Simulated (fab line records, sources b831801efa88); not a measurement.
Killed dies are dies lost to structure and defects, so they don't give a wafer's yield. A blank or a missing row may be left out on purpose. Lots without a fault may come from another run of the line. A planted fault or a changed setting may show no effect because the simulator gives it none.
Problem report in the 8D (eight disciplines) form, filled by code | flow sky130 | the parts of the form that need people (team, actions taken, sign-off) are left out

1. THE PROBLEM
CAP2M_CVD_00_THK at SKY_CAP2M_THK_MEAS_01 reads a mean of 21.00 nm on 2 wafers of 1 lot; wafers without a fault read 15.57 nm with a standard deviation of 0.28. That is +19 standard deviations from the usual mean.
First seen on wafer L908.1, day 44 19:55, on film_metro-02. The record holds 33 wafers of 11 lots with a number at this step. Rule for "out", or "out of limits": more than 4 standard deviations from the usual mean. The other wafers with a number count as sound.

2. WHAT IT IS AND WHAT IT IS NOT
question                    | is                | is not
which readings at this step | CAP2M_CVD_00_THK  | -
which lots                  | L908              | L891, L892, L893, L897, L899, L900, L901, L902, L913, L914
which wafers of those lots  | L908.1, L908.5    | L908.4
read on which gauges        | film_metro-02     | film_metro-03, film_metro-04
when                        | from day 44 19:55 | up to then (25 sound wafers); but 6 sound wafers of L913, L914 came after

3. SUSPECTS, AND WHAT RULES EACH OUT
Counting: a tool at a process step up to the reading stays a suspect if it ran every lot that is out. Sound lots after the first of them don't rule it out here, since some wafers of a struck lot are sound.
- the gauge at SKY_CAP2M_THK_MEAS_01: ruled out. All the wafers that are out were read on film_metro-02, but those of them that SKY_METAL4_ETCH_17 has rows for are out there too, on other tools.
- rie_diel-03 at SKY_VIA3_ETCH_14 (etches BARC in N2/H2, stops on SiO2, time 45.9 s, target depth 60 nm): kept. It ran the lot that is out, L908 (day 44 18:18); its last sound lot up to then is L892 (day 40 01:11).
- cvd_w-02 at SKY_VIA3_CVD_21 (deposits W, target thk 390 nm, time 117.31 s): kept. It ran the lot that is out, L908 (day 44 19:08); its last sound lot up to then is L902 (day 43 01:30).
- pecvd-01 at SKY_CAP2M_CVD_00 (deposits SiO2, target thk 15.5 nm): kept. It ran the lot that is out, L908 (day 44 19:54); its last sound lot up to then is L899 (day 42 09:17).
- Within rie_diel-03 at SKY_VIA3_ETCH_14: the wafers that are out ran in chambers 0, 1; their sound lot-mates ran in chamber 3.
- Within pecvd-01 at SKY_CAP2M_CVD_00: the wafers that are out ran in chamber 0; their sound lot-mates ran in chamber 2.
Left after counting: rie_diel-03 at SKY_VIA3_ETCH_14, cvd_w-02 at SKY_VIA3_CVD_21, pecvd-01 at SKY_CAP2M_CVD_00.

4. THE CAUSE (what the simulator had put in)
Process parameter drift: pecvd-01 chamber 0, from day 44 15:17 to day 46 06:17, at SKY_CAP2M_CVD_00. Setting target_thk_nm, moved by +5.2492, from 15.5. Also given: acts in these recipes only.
Counting left 3 suspects, and this tool is among them.

5. THE CHAIN OF EFFECTS, in route order
Each row: a reading whose mean over the struck wafers that have a number lies more than 3 standard deviations from the usual. Only readings for which the record gives a usual standard deviation are gone through. hours: the time from each lot's start at the first step in this table that gives one to its start at this step, as a median over the lots. sigmas: the change in usual standard deviations.
hours | step                  | reading          | usual      | on struck wafers | change | sigmas
0     | SKY_CAP2M_THK_MEAS_01 | CAP2M_CVD_00_THK | 15.57 nm   | 21.00            | +5.43  | +19
42    | SKY_METAL4_ETCH_17    | oes_product_au   | 0.756 a.u. | 0.888            | +0.132 | +17
The process steps in it:
- SKY_METAL4_ETCH_17: etches SiO2 in C4F8/O2/Ar, stops on TiN, time 3.9 s, target depth 15 nm.

6. WHAT WOULD HAVE CAUGHT IT SOONER
In this record the first reading out of limits at a measuring or inspecting step was taken at day 44 19:55, 5 hours after the fault began at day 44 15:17.
Of the tool readings at SKY_CAP2M_CVD_00 for which the record gives a usual standard deviation, none was out on any struck wafer, so an alarm limit of 4 standard deviations on them would not have fired.
All the lots that are out (1) had begun SKY_CAP2M_CVD_00 on pecvd-01 by day 44 19:55. A hold on the tool at that time would have spared none of them.
